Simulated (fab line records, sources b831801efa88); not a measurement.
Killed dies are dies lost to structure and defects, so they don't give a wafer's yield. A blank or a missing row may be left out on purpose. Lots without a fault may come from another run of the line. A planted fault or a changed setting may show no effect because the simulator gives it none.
fab line records | flow sky130
record lots=7 wafers=21 last_day=48
route steps=708 shown PWDE@53 NWELL@56 PAD_OPEN@708
lots that met no fault: from a run of the same line without faults
start_h: hours from the record's first day to the start of the lot's first wafer shown | wait_h: hours since the lot's step before | " the same as in the row above | L1.1+2: a row that stands for several wafers | - no value, or no start given | * or withheld: withheld | < > ~ a bound
route shown NAME@n: a module of which the file shows steps, and the number in the route of the first | usual: mean/standard deviation of fault-free wafers | same: alike in all rows | chamber/n: place in a boat | sites: the reading at each site | _std_site: their standard deviation | _edge_site: outer sites' mean less inner sites' | radius_mm: how far each site lies from the wafer's centre | mask NAME#n: copy n | behind: the tool/chamber that last shaped the wafer | hold: why the lot was held/for how many hours/how that ended | device: the transistor (n, p or np) that didn't switch | end of line: the same wafers' tests at the end of the route | a step without rows: its recipe alone | killed: dies lost to structure and defects at the first sort, not the wafer's yield | map: a wafer's dies, x killed, . not, _ none there
set.NAME: the setting as run; set.NAME@STEP: as run at that earlier step | model.NAME: the simulator's own value behind a step, which no gauge read
lots at some steps of the route; a table a step, a row a wafer
services: from which hour (start_h, from the record's first day; less than 0 if before it) a tool's chamber was out of use, for how many hours, and why
## steps
# step SKY_PWDE_IMPLANT_08
# recipe species=B energy_kev=150 dose_cm2=3.6e+12 tilt_deg=withheld
# step SKY_PWDE_STRIP_09
# recipe chemistry=O2/N2 power_w=1400 pressure_mtorr=1500 platen_temp_c=withheld o2_flow_sccm=3000 n2_flow_sccm=300 overash_fraction=0.5
# usual drypump_motor_current_A=5.4/0.41 o2_flow_sccm=2998/8.3 oes_product_au=0.722/0.0043 strip_time_to_endpoint_s=36.93/0.088
# columns lot.wafer tool chamber start_h wait_h drypump_motor_current_A o2_flow_sccm oes_product_au rf_hours_counter_h strip_time_to_endpoint_s
L695.1 plasma_asher-02 0 73.25 0.1 4.9 3002 0.726 27 36.92
L695.4 " 1 " " 5.7 2994 0.721 - 36.86
L695.6 " 1 " " 5.7 2998 0.721 - 36.86
L697.1 plasma_asher-03 1 82.31 0.1 5.3 2997 0.718 39 36.86
L697.5 " 0 " " 6.1 3006 0.727 - 36.95
L697.6 " 1 " " 5.3 2993 0.729 - 36.95
L698.3 plasma_asher-03 0 92.35 0.1 6.1 2995 0.721 - 37.01
L698.4 " 1 " " 5.3 3013 0.718 - 36.98
L698.5 " 1 " " 5.3 3002 0.721 - 36.98
L699.2 plasma_asher-01 1 99.31 0.1 5.0 2996 0.722 43 37.05
L699.3 " 0 " " 5.1 2991 0.723 - 36.89
L699.4 " 1 " " 5.0 2998 0.718 - 36.82
L703.1 plasma_asher-02 0 118.80 0.1 4.9 3003 0.715 32 36.97
L703.2 " 1 " " 5.7 3005 0.716 32 36.91
L703.4 " 1 " " 5.7 2984 0.721 - 36.96
L704.4 plasma_asher-03 1 123.93 0.1 5.3 3005 0.729 - 36.94
L704.5 " 0 " " 6.1 2994 0.725 - 36.91
L704.6 " 1 " " 5.3 3006 0.721 - 36.97
L705.3 plasma_asher-03 1 129.65 0.1 5.3 3001 0.717 - 36.88
L705.4 " 0 " " 6.1 3002 0.724 - 36.94
L705.6 " 0 " " 6.1 3000 0.712 - 37.01
# step SKY_PWDE_TW_MEAS_10
# usual PWDE_TW=374.4/1.9
# columns lot.wafer tool chamber start_h wait_h PWDE_TW
L695.1 film_metro-03 - 73.35 0.1 373.7
L695.4 " - " " 376.0
L695.6 " - " " 374.6
L697.1 film_metro-03 - 82.41 0.1 376.1
L697.5 " - " " 377.1
L697.6 " - " " 374.6
L698.3 film_metro-01 - 92.43 0.1 372.0
L698.4 " - " " 373.2
L698.5 " - " " 373.6
L699.2 film_metro-01 - 99.42 0.1 372.5
L699.3 " - " " 372.6
L699.4 " - " " 373.6
L703.1 film_metro-02 - 118.90 0.1 370.8
L703.2 " - " " 371.7
L703.4 " - " " 370.9
L704.4 film_metro-03 - 124.03 0.1 376.7
L704.5 " - " " 376.2
L704.6 " - " " 378.2
L705.3 film_metro-03 - 129.73 0.1 379.0
L705.4 " - " " 375.4
L705.6 " - " " 378.6
# step SKY_NWELL_DEHYDRATE_03
# recipe temp_c=200 time_s=60
# step SKY_NWELL_HMDS_04
# recipe prime_time_s=60 prime_temp_c=120
# step SKY_NWELL_COAT_05
# recipe spin_rpm=2000 resist_thk_nm=3000
# step SKY_NWELL_SOFTBAKE_06
# recipe temp_c=110 time_s=withheld
# step SKY_NWELL_EXPOSE_07
# recipe mask_id=NWM na=0.6 source_shape=conventional sigma_outer=0.6 polarization=unpolarized target_cd_nm=840 dose_mj=255
# step SKY_NWELL_PEB_08
# recipe temp_c=115 time_s=withheld
# step SKY_NWELL_DEVELOP_09
# recipe wall_angle_deg=90 developer=TMAH develop_time_s=60 dev_temp_c=23
# step SKY_NWELL_OVL_MEAS_10
# usual NWELL_00_OVL=-0.6/1.5
# columns lot.wafer tool chamber start_h wait_h NWELL_00_OVL[nm]
L695.1 overlay-01 - 89.88 - 0.7
L695.4 " - " " 0.1
L695.6 " - " " 1.2
L697.1 overlay-01 - 99.72 - -0.5
L697.5 " - " " -1.6
L697.6 " - " " -0.2
L698.3 overlay-02 - 110.73 - -1.9
L698.4 " - " " -1.0
L698.5 " - " " -1.5
L699.2 overlay-02 - 117.07 - 0.9
L699.3 " - " " -0.1
L699.4 " - " " -0.4
L703.1 overlay-02 - 137.77 - -2.8
L703.2 " - " " -1.1
L703.4 " - " " -2.7
L704.4 overlay-02 - 143.50 - 0.7
L704.5 " - " " -1.5
L704.6 " - " " 0.3
L705.3 overlay-01 - 149.23 - -1.9
L705.4 " - " " -0.5
L705.6 " - " " -2.4
# step SKY_NWELL_IMPLANT_11
# recipe species=P energy_kev=400 dose_cm2=1.9e+13 tilt_deg=withheld
# step SKY_NWELL_IMPLANT_12
# recipe species=P energy_kev=120 dose_cm2=1.3e+12 tilt_deg=withheld
# usual implant_ion_amu=31/0
# columns lot.wafer tool chamber start_h wait_h implant_ion_amu model.implant.rp_nm
L695.1 implanter-04 0 90.06 0.1 31 148.3
L695.4 " 0 " " 31 148.3
L695.6 " 0 " " 31 148.3
L697.1 implanter-04 0 99.90 0.1 31 148.6
L697.5 " 0 " " 31 148.6
L697.6 " 0 " " 31 148.6
L698.3 implanter-03 0 110.95 0.1 31 147.1
L698.4 " 0 " " 31 147.1
L698.5 " 0 " " 31 147.1
L699.2 implanter-02 0 117.27 0.1 31 149
L699.3 " 0 " " 31 149
L699.4 " 0 " " 31 149
L703.1 implanter-03 0 137.95 0.1 75 71.35
L703.2 " 0 " " 75 71.35
L703.4 " 0 " " 75 71.35
L704.4 implanter-03 0 143.74 0.1 75 68.66
L704.5 " 0 " " 75 68.66
L704.6 " 0 " " 75 68.66
L705.3 implanter-03 0 149.45 0.1 75 69.88
L705.4 " 0 " " 75 69.88
L705.6 " 0 " " 75 69.88
# step SKY_NWELL_IMPLANT_13
# recipe species=P energy_kev=50 dose_cm2=7e+11 tilt_deg=withheld
# step SKY_NWELL_STRIP_14
# recipe chemistry=O2/N2 power_w=1400 pressure_mtorr=1500 platen_temp_c=withheld o2_flow_sccm=3000 n2_flow_sccm=300 overash_fraction=0.5
# usual drypump_motor_current_A=5.5/0.41 o2_flow_sccm=2998/9.1 oes_product_au=0.722/0.0047 strip_time_to_endpoint_s=36.94/0.12
# columns lot.wafer tool chamber start_h wait_h drypump_motor_current_A o2_flow_sccm oes_product_au rf_hours_counter_h strip_time_to_endpoint_s
L695.1 plasma_asher-03 0 90.36 0.1 6.1 3010 0.719 40 37.04
L695.4 " 1 " " 5.3 3009 0.727 - 37.04
L695.6 " 0 " " 6.1 2999 0.729 - 36.93
L697.1 plasma_asher-03 0 100.20 0.1 6.1 2995 0.721 41 36.92
L697.5 " 0 " " 6.1 3002 0.713 - 36.86
L697.6 " 1 " " 5.3 2994 0.716 - 36.88
L698.3 plasma_asher-02 1 111.24 0.1 5.7 3003 0.717 - 36.94
L698.4 " 0 " " 4.9 2995 0.725 - 37.06
L698.5 " 0 " " 5.0 2992 0.722 - 36.96
L699.2 plasma_asher-02 0 117.55 0.1 4.9 3007 0.720 31 36.77
L699.3 " 0 " " 4.9 3013 0.724 - 36.92
L699.4 " 1 " " 5.7 3010 0.718 - 36.94
L703.1 plasma_asher-02 0 138.25 0.1 5.0 2996 0.725 34 37.02
L703.2 " 1 " " 5.7 2989 0.725 34 37.07
L703.4 " 0 " " 4.9 2998 0.716 - 37.02
L704.4 plasma_asher-03 0 144.00 0.1 6.1 2989 0.731 - 36.72
L704.5 " 0 " " 6.1 2989 0.722 - 36.71
L704.6 " 1 " " 5.3 3015 0.720 - 36.68
L705.3 plasma_asher-03 0 149.74 0.1 6.1 2979 0.722 - 36.93
L705.4 " 1 " " 5.3 2992 0.723 - 37.03
L705.6 " 1 " " 5.3 2992 0.722 - 36.87
# step SKY_NWELL_TW_MEAS_15
# usual NWELL_TW=1821/11
# columns lot.wafer tool chamber start_h wait_h NWELL_TW
L695.1 film_metro-03 - 90.46 0.1 1823
L695.4 " - " " 1837
L695.6 " - " " 1839
L697.1 film_metro-02 - 100.30 0.1 1813
L697.5 " - " " 1813
L697.6 " - " " 1810
L698.3 film_metro-02 - 111.32 0.1 1814
L698.4 " - " " 1815
L698.5 " - " " 1811
L699.2 film_metro-03 - 117.66 0.1 1837
L699.3 " - " " 1837
L699.4 " - " " 1836
L703.1 film_metro-01 - 138.35 0.1 1845
L703.2 " - " " 1843
L703.4 " - " " 1850
L704.4 film_metro-02 - 144.09 0.1 1848
L704.5 " - " " 1875
L704.6 " - " " 1863
L705.3 film_metro-01 - 149.82 0.1 1850
L705.4 " - " " 1846
L705.6 " - " " 1857
# step SKY_NWELL_DEHYDRATE_16
# recipe temp_c=200 time_s=60
# step SKY_PAD_OPEN_PROBE_99
# usual killed_at_M0_to_M3=44/7.3 killed_at_M4_up=3.0/1.9 killed_at_contacts=24/5 killed_at_front_end=16/4.5 killed_at_other=0.3/0.46 killed_dies=87/10 killed_open=47/8.3 killed_short=39/6.4
# same gross_dies=492 killed_at_back_side=0
# columns lot.wafer tool chamber start_h wait_h killed_at_M0_to_M3 killed_at_M4_up killed_at_contacts killed_at_front_end killed_at_other killed_dies killed_open killed_short model.etest.nfet_16v.r_on_ohm_um model.etest.tip_p.rs_ohm_sq model.etest.pfet_16v.r_on_ohm_um model.etest.pfet_g5v0d10v5.r_on_ohm_um model.etest.pfet_01v8.r_on_ohm_um model.etest.tip_p_5v.rs_ohm_sq model.etest.pfet_g5v0d10v5.drive_ua_um model.etest.pfet_01v8_lvt.drive_ua_um
L695.1 prober-02 - 1082.79 0.1 41 3 26 22 1 93 55 38 1.397e+04 6835 1.506e+04 4666 2874 2851 348 173.7
L695.4 prober-02 - 1082.94 0.2 32 3 30 23 0 88 51 37 1.408e+04 6866 1.519e+04 4663 2896 2865 348.1 174.6
L695.6 prober-02 - 1083.04 0.2 41 4 21 12 0 78 43 35 1.405e+04 6872 1.505e+04 4684 2879 2843 347.5 173.3
L697.1 prober-02 - 1090.13 0.1 38 4 25 9 0 76 37 39 1.404e+04 6960 1.5e+04 4767 2958 2831 342.8 172.9
L697.5 prober-02 - 1090.33 0.2 44 0 27 13 0 84 48 36 1.416e+04 6982 1.5e+04 4769 2970 2848 341.8 171.6
L697.6 prober-02 - 1090.38 0.2 46 0 30 17 0 93 53 40 1.412e+04 6981 1.507e+04 4752 2949 2844 344.7 173.8
L698.3 prober-01 - 1102.83 0.2 56 2 27 20 0 105 66 39 1.396e+04 6720 1.527e+04 4792 2824 2858 335.7 173.9
L698.4 prober-01 - 1102.88 0.2 50 4 23 21 0 98 62 36 1.411e+04 6783 1.501e+04 4872 2867 2862 334.1 173.5
L698.5 prober-01 - 1102.93 0.2 58 8 24 21 0 111 66 45 1.392e+04 6744 1.533e+04 4794 2880 2868 338.3 173.4
L699.2 prober-02 - 1105.28 0.1 52 1 27 19 0 99 59 40 1.416e+04 6833 1.525e+04 4814 2922 2883 332.6 172.9
L699.3 prober-02 - 1105.33 0.2 46 0 30 10 0 86 49 37 1.42e+04 6838 1.546e+04 4847 2910 2899 334.1 174
L699.4 prober-02 - 1105.38 0.2 41 4 25 8 2 80 48 32 1.417e+04 6866 1.536e+04 4879 2933 2875 331.1 173.1
L703.1 prober-02 - 1124.93 0.1 39 3 26 14 1 83 49 34 1.32e+04 7683 1.572e+04 5312 3077 2965 300.9 139.1
L703.2 prober-02 - 1124.98 0.1 56 1 22 16 0 95 54 41 1.311e+04 7610 1.57e+04 5323 3174 2946 301.4 140.3
L703.4 prober-02 - 1125.08 0.2 53 6 29 20 0 108 63 45 1.31e+04 7651 1.541e+04 5387 3103 2958 299.5 138.5
L704.4 prober-01 - 1127.25 0.2 54 5 22 29 0 110 58 52 1.304e+04 7564 1.616e+04 5369 3187 3038 300.4 136.9
L704.5 prober-01 - 1127.30 0.2 45 3 34 16 0 98 52 46 1.305e+04 7570 1.621e+04 5408 3171 3022 295.1 138
L704.6 prober-01 - 1127.35 0.2 50 1 23 21 0 95 63 32 1.304e+04 7599 1.633e+04 5394 3190 2989 297.9 137
L705.3 prober-02 - 1151.94 0.2 46 3 21 20 1 91 44 47 1.296e+04 7569 1.575e+04 5242 3152 2937 307.5 136.9
L705.4 prober-02 - 1151.99 0.2 41 3 25 16 0 85 51 34 1.324e+04 7612 1.593e+04 5333 3164 2945 300.9 135.7
L705.6 prober-02 - 1152.09 0.2 51 1 21 17 0 90 47 43 1.313e+04 7553 1.588e+04 5283 3129 2954 310.4 138.1
# killed by level:class
L695.1 LI_CONTACT:geometric_particle:open=9 CONTACT:geometric_particle:open=9 VIA2:geometric_particle:open=8 POLY_GATE:geometric_particle:open=6 VIA3:geometric_particle:open=6 VIA1:geometric_particle:open=6 FIELD_ISO:geometric_particle:open=5 CONTACT:geometric_particle:short=5
L695.4 LI_CONTACT:geometric_particle:open=11 CONTACT:geometric_particle:open=9 VIA3:geometric_particle:open=8 POLY_GATE:geometric_particle:short=7 VIA1:geometric_particle:open=5 CONTACT:geometric_particle:short=5 POLY_GATE:geometric_particle:open=4 METAL1:geometric_particle:short=4
L695.6 VIA1:geometric_particle:open=10 LI_CONTACT:geometric_particle:open=7 CONTACT:geometric_particle:open=7 VIA3:geometric_particle:open=6 VIA3:geometric_particle:short=5 METAL1:geometric_particle:short=4 METAL2:geometric_particle:short=4 VIA2:geometric_particle:open=4
L697.1 CONTACT:geometric_particle:open=9 VIA1:geometric_particle:open=8 CONTACT:geometric_particle:short=6 METAL2:geometric_particle:short=6 VIA3:geometric_particle:open=6 LI_CONTACT:geometric_particle:open=5 VIA2:geometric_particle:open=5 POLY_GATE:geometric_particle:short=4
L697.5 CONTACT:geometric_particle:open=11 METAL1:geometric_particle:short=8 LI_CONTACT:geometric_particle:open=7 POLY_GATE:geometric_particle:open=6 VIA2:geometric_particle:open=6 VIA1:geometric_particle:open=6 METAL2:geometric_particle:short=6 LOCAL_INTERCONNECT:geometric_particle:short=5
L697.6 CONTACT:geometric_particle:open=17 METAL1:geometric_particle:short=9 VIA3:geometric_particle:open=8 VIA2:geometric_particle:open=7 FIELD_ISO:geometric_particle:short=6 LI_CONTACT:geometric_particle:open=6 VIA1:geometric_particle:short=6 VIA1:geometric_particle:open=5
L698.3 CONTACT:geometric_particle:open=14 VIA1:geometric_particle:open=12 VIA3:geometric_particle:open=10 FIELD_ISO:geometric_particle:open=8 LI_CONTACT:geometric_particle:open=6 VIA1:geometric_particle:short=6 VIA2:geometric_particle:open=5 FIELD_ISO:geometric_particle:short=5
L698.4 VIA1:geometric_particle:open=12 CONTACT:geometric_particle:open=10 VIA3:geometric_particle:open=8 FIELD_ISO:geometric_particle:open=7 LI_CONTACT:geometric_particle:open=7 VIA3:geometric_particle:short=6 VIA1:geometric_particle:short=5 VIA2:geometric_particle:open=5
L698.5 VIA3:geometric_particle:open=12 CONTACT:geometric_particle:open=12 VIA1:geometric_particle:open=11 VIA1:geometric_particle:short=8 POLY_GATE:geometric_particle:open=7 VIA2:geometric_particle:open=7 VIA3:geometric_particle:short=6 LI_CONTACT:geometric_particle:open=5
L699.2 VIA1:geometric_particle:open=14 VIA3:geometric_particle:open=12 CONTACT:geometric_particle:open=9 LI_CONTACT:geometric_particle:open=9 FIELD_ISO:geometric_particle:short=6 POLY_GATE:geometric_particle:short=6 METAL1:geometric_particle:short=6 VIA2:geometric_particle:short=6
L699.3 VIA3:geometric_particle:open=11 CONTACT:geometric_particle:short=10 LI_CONTACT:geometric_particle:open=9 VIA1:geometric_particle:open=9 METAL2:geometric_particle:short=7 VIA2:geometric_particle:open=6 CONTACT:geometric_particle:open=6 METAL1:geometric_particle:short=4
L699.4 VIA1:geometric_particle:open=9 VIA2:geometric_particle:open=9 CONTACT:geometric_particle:open=9 LI_CONTACT:geometric_particle:open=8 VIA3:geometric_particle:open=6 CONTACT:geometric_particle:short=5 METAL1:geometric_particle:short=5 METAL2:geometric_particle:short=5
L703.1 VIA1:geometric_particle:open=11 CONTACT:geometric_particle:open=8 LI_CONTACT:geometric_particle:open=7 VIA3:geometric_particle:open=6 LI_CONTACT:geometric_particle:short=5 VIA1:geometric_particle:short=5 METAL1:geometric_particle:short=4 VIA2:geometric_particle:open=4
L703.2 CONTACT:geometric_particle:open=11 VIA1:geometric_particle:open=11 LI_CONTACT:geometric_particle:open=9 VIA1:geometric_particle:short=8 VIA3:geometric_particle:open=8 VIA2:geometric_particle:open=7 POLY_GATE:geometric_particle:short=6 METAL2:geometric_particle:short=6
L703.4 VIA1:geometric_particle:open=15 CONTACT:geometric_particle:open=13 METAL2:geometric_particle:short=10 LI_CONTACT:geometric_particle:open=8 VIA3:geometric_particle:open=7 VIA2:geometric_particle:open=7 POLY_GATE:geometric_particle:short=5 LOCAL_INTERCONNECT:geometric_particle:short=4
L704.4 VIA1:geometric_particle:open=11 FIELD_ISO:geometric_particle:open=9 METAL3:geometric_particle:short=9 LI_CONTACT:geometric_particle:open=8 POLY_GATE:geometric_particle:short=7 CONTACT:geometric_particle:open=7 METAL1:geometric_particle:short=6 VIA2:geometric_particle:open=6
L704.5 CONTACT:geometric_particle:open=14 VIA1:geometric_particle:open=10 LI_CONTACT:geometric_particle:open=7 CONTACT:geometric_particle:short=7 VIA1:geometric_particle:short=7 VIA2:geometric_particle:open=6 FIELD_ISO:geometric_particle:short=5 FIELD_ISO:geometric_particle:open=4
L704.6 VIA1:geometric_particle:open=11 CONTACT:geometric_particle:open=10 VIA2:geometric_particle:open=9 FIELD_ISO:geometric_particle:open=8 VIA3:geometric_particle:open=8 FIELD_ISO:geometric_particle:short=5 LI_CONTACT:geometric_particle:open=5 METAL3:geometric_particle:short=5
L705.3 VIA1:geometric_particle:open=11 FIELD_ISO:geometric_particle:short=7 LI_CONTACT:geometric_particle:open=7 METAL1:geometric_particle:short=7 VIA1:geometric_particle:short=7 CONTACT:geometric_particle:open=5 FIELD_ISO:geometric_particle:open=4 METAL2:geometric_particle:short=4
L705.4 CONTACT:geometric_particle:open=10 VIA1:geometric_particle:open=9 LI_CONTACT:geometric_particle:open=8 VIA1:geometric_particle:short=6 VIA3:geometric_particle:open=6 FIELD_ISO:geometric_particle:open=4 POLY_GATE:geometric_particle:short=4 POLY_GATE:geometric_particle:open=4
L705.6 VIA1:geometric_particle:open=10 VIA3:geometric_particle:open=7 CONTACT:geometric_particle:open=7 VIA2:geometric_particle:open=7 VIA2:geometric_particle:short=7 LOCAL_INTERCONNECT:geometric_particle:short=6 METAL1:geometric_particle:short=6 FIELD_ISO:geometric_particle:open=5
## services
# columns tool chamber start_h hours kind
plasma_asher-02 - 145.49 0.8 repair
## key
first_sign step=SKY_NWELL_IMPLANT_12 reading=implant_ion_amu direction=up sigmas=99+ usual=31 struck=75
effect step=SKY_NWELL_TW_MEAS_15 reading=NWELL_TW direction=up sigmas=2.8 usual=1821 struck=1853
model_effect step=SKY_NWELL_IMPLANT_12 value=implant.rp_nm without=152.7 struck=69.96
model_effect step=SKY_PAD_OPEN_PROBE_99 value=etest.nfet_16v.r_on_ohm_um without=1.403e+04 struck=1.309e+04
met_at SKY_NWELL_IMPLANT_12
struck_wafers L703.1,L703.2,L703.4,L704.4,L704.5,L704.6,L705.3,L705.4,L705.6
tester_left_out L703,L704,L705
onset_between 117.27 137.95
fault kind=wrong_recipe_download tool=implanter-02,implanter-03,implanter-04 chamber=- onset_h=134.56 steps=SKY_NWELL_IMPLANT_12 wrong_recipe.not_listed=1
# tester_left_out: of these lots the tester's yield and bins aren't shown, on N5 and GAA mostly nor the transistor test; their killed dies are dies lost to structure and defects alone, not to doping, threshold or leakage, so they don't give the yield
